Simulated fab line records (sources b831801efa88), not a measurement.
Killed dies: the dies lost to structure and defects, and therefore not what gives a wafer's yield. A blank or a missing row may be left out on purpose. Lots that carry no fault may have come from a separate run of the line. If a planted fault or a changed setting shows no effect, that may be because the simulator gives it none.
Lot-split experiment || flow sfq-line || on a route of 325 steps: 5 lots, 23 wafers read

ON THE SPLIT
At SFQ_TRILAYER_L0_LITHO_EXPOSE_006 (exposes mask L0, target cd 2000 nm), the setting dose-mj was moved away from the recipe's 14.4 on 5 of the 23 wafers read, by +4.2% to +7.2%. This setting was run at the recipe's value on the other wafers.

FROM THE SPLIT TO THE READING: what the file shows between them, 2 steps
- SFQ_TRILAYER_L0_LITHO_PEB_008: peb time 60 s
- SFQ_TRILAYER_L0_LITHO_DEVELOP_007: time 60 s

THE READING
L0.cd-nm (the simulator's own value, which no gauge read), in nm, at SFQ_TRILAYER_L0_BARC_OPEN_METAL_ETCH_010 (etches BARC in O2, target depth 125 nm, time 41.7 s). No usual value for it is given in the file. Across the 18 wafers here that went through the recipe, the average is 2000 nm and the standard deviation 1.5 nm.

{"wafer": "L078.1", "tool, chamber at the split": "krf-scanner-01, 0", "dose-mj as run": 14.4, "against the recipe": "recipe", "L0.cd-nm, nm": 1997, "against lot-mates on the recipe": "-"}
{"wafer": "L078.2", "tool, chamber at the split": "krf-scanner-01, 0", "dose-mj as run": 14.4, "against the recipe": "recipe", "L0.cd-nm, nm": 1998, "against lot-mates on the recipe": "-"}
{"wafer": "L078.3", "tool, chamber at the split": "krf-scanner-01, 0", "dose-mj as run": 14.4, "against the recipe": "recipe", "L0.cd-nm, nm": 1997, "against lot-mates on the recipe": "-"}
{"wafer": "L078.4", "tool, chamber at the split": "krf-scanner-01, 0", "dose-mj as run": 14.4, "against the recipe": "recipe", "L0.cd-nm, nm": 1998, "against lot-mates on the recipe": "-"}
{"wafer": "L078.5", "tool, chamber at the split": "krf-scanner-01, 0", "dose-mj as run": 14.4, "against the recipe": "recipe", "L0.cd-nm, nm": 1998, "against lot-mates on the recipe": "-"}
{"wafer": "L079.2", "tool, chamber at the split": "krf-scanner-01, 0", "dose-mj as run": 14.4, "against the recipe": "recipe", "L0.cd-nm, nm": 2000, "against lot-mates on the recipe": "-"}
{"wafer": "L079.3", "tool, chamber at the split": "krf-scanner-01, 0", "dose-mj as run": 14.4, "against the recipe": "recipe", "L0.cd-nm, nm": 2000, "against lot-mates on the recipe": "-"}
{"wafer": "L079.4", "tool, chamber at the split": "krf-scanner-01, 0", "dose-mj as run": 14.4, "against the recipe": "recipe", "L0.cd-nm, nm": 1998, "against lot-mates on the recipe": "-"}
{"wafer": "L079.5", "tool, chamber at the split": "krf-scanner-01, 0", "dose-mj as run": 14.4, "against the recipe": "recipe", "L0.cd-nm, nm": 2000, "against lot-mates on the recipe": "-"}
{"wafer": "L079.6", "tool, chamber at the split": "krf-scanner-01, 0", "dose-mj as run": 14.4, "against the recipe": "recipe", "L0.cd-nm, nm": 2001, "against lot-mates on the recipe": "-"}
{"wafer": "L080.2", "tool, chamber at the split": "krf-scanner-02, 0", "dose-mj as run": 15.44, "against the recipe": "+7.2%", "L0.cd-nm, nm": 1990, "against lot-mates on the recipe": -12}
{"wafer": "L080.3", "tool, chamber at the split": "krf-scanner-02, 0", "dose-mj as run": 14.4, "against the recipe": "recipe", "L0.cd-nm, nm": 2001, "against lot-mates on the recipe": "-"}
{"wafer": "L080.4", "tool, chamber at the split": "krf-scanner-02, 0", "dose-mj as run": 14.4, "against the recipe": "recipe", "L0.cd-nm, nm": 2002, "against lot-mates on the recipe": "-"}
{"wafer": "L080.5", "tool, chamber at the split": "krf-scanner-02, 0", "dose-mj as run": 15.44, "against the recipe": "+7.2%", "L0.cd-nm, nm": 1989, "against lot-mates on the recipe": -12}
{"wafer": "L080.6", "tool, chamber at the split": "krf-scanner-02, 0", "dose-mj as run": 15.44, "against the recipe": "+7.2%", "L0.cd-nm, nm": 1990, "against lot-mates on the recipe": -12}
{"wafer": "L084.1", "tool, chamber at the split": "krf-scanner-01, 0", "dose-mj as run": 14.4, "against the recipe": "recipe", "L0.cd-nm, nm": 2002, "against lot-mates on the recipe": "-"}
{"wafer": "L084.2", "tool, chamber at the split": "krf-scanner-01, 0", "dose-mj as run": 14.4, "against the recipe": "recipe", "L0.cd-nm, nm": 2000, "against lot-mates on the recipe": "-"}
{"wafer": "L084.3", "tool, chamber at the split": "krf-scanner-01, 0", "dose-mj as run": 14.4, "against the recipe": "recipe", "L0.cd-nm, nm": 2001, "against lot-mates on the recipe": "-"}
{"wafer": "L085.1", "tool, chamber at the split": "krf-scanner-01, 0", "dose-mj as run": 15.01, "against the recipe": "+4.2%", "L0.cd-nm, nm": 1993, "against lot-mates on the recipe": -7}
{"wafer": "L085.3", "tool, chamber at the split": "krf-scanner-01, 0", "dose-mj as run": 14.4, "against the recipe": "recipe", "L0.cd-nm, nm": 2000, "against lot-mates on the recipe": "-"}
{"wafer": "L085.4", "tool, chamber at the split": "krf-scanner-01, 0", "dose-mj as run": 14.4, "against the recipe": "recipe", "L0.cd-nm, nm": 2000, "against lot-mates on the recipe": "-"}
{"wafer": "L085.5", "tool, chamber at the split": "krf-scanner-01, 0", "dose-mj as run": 15.01, "against the recipe": "+4.2%", "L0.cd-nm, nm": 1992, "against lot-mates on the recipe": -8}
{"wafer": "L085.6", "tool, chamber at the split": "krf-scanner-01, 0", "dose-mj as run": 14.4, "against the recipe": "recipe", "L0.cd-nm, nm": 2000, "against lot-mates on the recipe": "-"}

THE FIT
A straight line over all 23 wafers: L0.cd-nm changes by -1.43 nm for each +1% of dose-mj; r = -0.93; the points scatter about the line by 1.5 nm.
The same after taking each lot's own level away (the mean of its wafers on the recipe; 23 wafers): -1.66 nm for each +1%; r = -0.99; scatter 0.7 nm.
The reading moves by 12 nm for the largest change in dose-mj, on that fit.
Across the lots, their own levels run from 1997.6 to 2001.5 nm, a range of 2.5 times the standard deviation given above.
In other words, the slope is changed by the lot-to-lot level; the two fits disagree.
Check: -12.2 nm against its lot-mates is what the line predicts for one of the wafers moved furthest among these (+7.2%) when that wafer is left out of the fit. Against them it came out at -11.5 nm.

OTHER SPLITS APPLIED TO THESE WAFERS
Note: prior to the reading, these wafers also went through further splits. Each is held against what the fit with the lots' levels taken away leaves over:
{"other split on the same wafers": "SFQ_TRILAYER_L0_LITHO_COAT_010 resist-thk-nm", "wafers away from the commonest value": 11, "r with L0.cd-nm (lot level and that fit taken away)": "+0.07"}

THE FILE'S OWN FIT
L0.cd-nm changes by -1.61 nm for each +1% of dose-mj, r = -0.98.
